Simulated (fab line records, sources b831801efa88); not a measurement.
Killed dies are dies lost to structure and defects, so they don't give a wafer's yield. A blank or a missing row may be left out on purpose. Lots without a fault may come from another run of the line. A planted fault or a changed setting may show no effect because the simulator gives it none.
Which tool did it? | flow sky130 | 11 lots, 33 wafers sampled, at 1 step of a route of 708

WHAT THE GAUGES READ, wafer by wafer
SKY_VT_ADJUST_NCORE_CD_MEAS_07: target cd 380 nm.
lot  | measured     | on        | cd_nm (nm)
L324 | day 8 22:01  | cd_sem-01 | 380.7 381.4 382.2
L327 | day 9 19:08  | cd_sem-02 | 379.0 382.5 380.9
L329 | day 10 10:49 | cd_sem-02 | 379.8 379.9 379.1
L330 | day 10 20:01 | cd_sem-01 | 379.2 378.3 378.7
L332 | day 11 06:11 | cd_sem-02 | 376.3 376.5 376.8
L339 | day 13 04:51 | cd_sem-02 | 383.3 381.7 382.4
L341 | day 14 00:28 | cd_sem-01 | 377.9 379.9 379.6
L343 | day 14 15:17 | cd_sem-02 | 380.2 381.2 380.7
L344 | day 14 16:03 | cd_sem-01 | 379.4 383.6 384.0
L345 | day 15 00:45 | cd_sem-01 | 380.0 380.2 378.2
L346 | day 15 06:13 | cd_sem-02 | 378.6 377.7 382.2

WHICH TOOL RAN EACH LOT (tool, then ch and the chambers of the sampled wafers, then the start)
The record holds no process step before these readings.

WHAT THE TOOLS THEMSELVES READ (means of the sampled wafers that have a number; where no wafer has one, the mark that the record gives instead)
The record holds no such reading with a usual standard deviation.

THE ANSWER, worked out from the rows above alone
Rule: what is usual is taken from the lots themselves. Put in order of their means at a reading, lots are off if they are a third of the lots or fewer, leave a main group of 4 or more, and stand apart from it by a gap of 3 or more times the standard deviation of the main group's means; of several such gaps the widest counts. A main group whose means are all the same, to the digits that the tables above print for the reading, isn't used. A lot without any number at a reading at which 4 lots or more have one is off too. The other lots that the step has rows for count as sound. The gauges are gone through in route order, then the tools' own readings, and for those a lot's mean is taken as printed above. The first step at which some lot is off is used, and at that step the reading that is off furthest; a lot without a number counts as furthest.
No lot is off at any reading shown: from this, nothing can be told.

WHAT THE SIMULATOR HAD PUT IN
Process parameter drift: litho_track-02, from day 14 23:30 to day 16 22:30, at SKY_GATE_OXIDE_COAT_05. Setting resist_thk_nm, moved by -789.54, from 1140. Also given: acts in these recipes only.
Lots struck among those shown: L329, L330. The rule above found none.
